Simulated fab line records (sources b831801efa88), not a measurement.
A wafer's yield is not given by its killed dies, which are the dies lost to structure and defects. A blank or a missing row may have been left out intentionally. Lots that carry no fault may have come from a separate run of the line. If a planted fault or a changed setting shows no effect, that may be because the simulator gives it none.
Code-filled problem report in 8D (eight disciplines) form    flow sky130    the parts of the form that need people (team, actions taken, sign-off) are left out

1. PROBLEM STATEMENT
LDD_HVN_TW at SKY_LDD_HVN_TW_MEAS_10 reads a mean of 30 on 3 wafers of 1 lot; wafers without a fault read 1447 with a standard deviation of 13. That is -99 or more standard deviations from the usual mean.
First seen on wafer L581.3, day 22 19:55, on film metro-02. At this step, 30 wafers from 10 lots have a number in the record. The rule behind "out" and "out of limits": a value lying over 4 standard deviations away from the usual mean. All remaining wafers that have a number are taken as sound.

2. WHAT THIS IS AND IS NOT
question                     is                      is not
which readings at this step  LDD_HVN_TW              -
which lots                   L581                    L577, L579, L585, L592, L593, L595, L596, L597, L599
which wafers of those lots   all that have a number  -
read on which gauges         film metro-02           film metro-03, film metro-04
when                         from day 22 19:55       up to then (6 sound wafers); but 21 sound wafers of L585, L592, L593, L595, L596, L597, L599 came after

3. THE SUSPECTS, EACH WITH WHAT RULES IT OUT
Counting: a tool at a process step up to the reading stays a suspect if it ran every lot that is out and no sound lot after the first of them.
- the gauge at SKY_LDD_HVN_TW_MEAS_10: ruled out. All the wafers that are out were read on film metro-02, but those of them that SKY_LDD_P_STRIP_10 has rows for are out there too, on other tools.
- plasma asher-03 at SKY_GATE_OXIDE_STRIP_13 (strips in O2/N2): ruled out as a lasting fault. Following L581 (day 15 23:59), the first lot on it that is out, the sound lots L593, L595, L596 were run on it.
- rie diel-02 at SKY_POLY_GATE_ETCH_16 (etches Si3N4 in CH3F/O2, stops on poly-Si, time 147.5 s, target depth 75 nm): ruled out as a lasting fault. Following L581 (day 18 19:44), the first lot on it that is out, the sound lots L592, L596 were run on it.
- plasma asher-03 at SKY_LDD_P_STRIP_10 (strips in O2/N2): ruled out as a lasting fault. Following L581 (day 21 13:50), the first lot on it that is out, the sound lots L593 were run on it.
- plasma asher-04 at SKY_LDD_HVN_STRIP_09 (strips in O2/N2): ruled out as a lasting fault. Following L581 (day 22 19:49), the first lot on it that is out, the sound lots L595, L596, L599 were run on it.
Left after counting: nothing in the record.

4. THE CAUSE (what the simulator had put in)
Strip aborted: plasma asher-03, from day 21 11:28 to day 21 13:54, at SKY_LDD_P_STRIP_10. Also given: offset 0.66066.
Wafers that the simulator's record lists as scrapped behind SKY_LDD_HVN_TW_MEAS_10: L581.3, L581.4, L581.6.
Counting ruled it out, wrongly: the rule takes a fault to strike every lot that its tool runs from its start on, and this one did not.

5. THE CHAIN OF EFFECTS, in route order
Each row: a reading whose mean over the struck wafers that have a number lies more than 3 standard deviations from the usual. Only readings whose record carries a usual standard deviation are examined. hours: median over the lots of the time between each lot's start at the first step of this table that gives one and its start at this step. sigmas: the change, counted in usual standard deviations.
hours  step                    reading                   usual       on struck wafers  change  sigmas
0      SKY_LDD_P_STRIP_10      oes product au            0.716 a.u.  0.931             +0.215  +49
30     SKY_LDD_HVN_STRIP_09    oes product au            0.411 a.u.  0.710             +0.299  +68
30     SKY_LDD_HVN_STRIP_09    strip time to endpoint s  4.188 s     11.414            +7.226  +99 or more
30     SKY_LDD_HVN_TW_MEAS_10  LDD_HVN_TW                1447        30                -1417   -99 or more
The process steps in it:
- SKY_LDD_P_STRIP_10: strips in O2/N2.
- SKY_LDD_HVN_STRIP_09: strips in O2/N2.
Readings that are blank on the struck wafers while sound wafers have them: strip time to endpoint s at SKY_LDD_P_STRIP_10.

6. HOW IT WOULD HAVE BEEN CAUGHT EARLIER
32 hours passed between the start of the fault at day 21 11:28 and the first reading out of limits at a measuring or inspecting step in this record, taken at day 22 19:55.
The tool's own readings at SKY_LDD_P_STRIP_10 were out on every struck wafer that the step has a row for (oes product au): an alarm limit on them would have fired on the first of those.
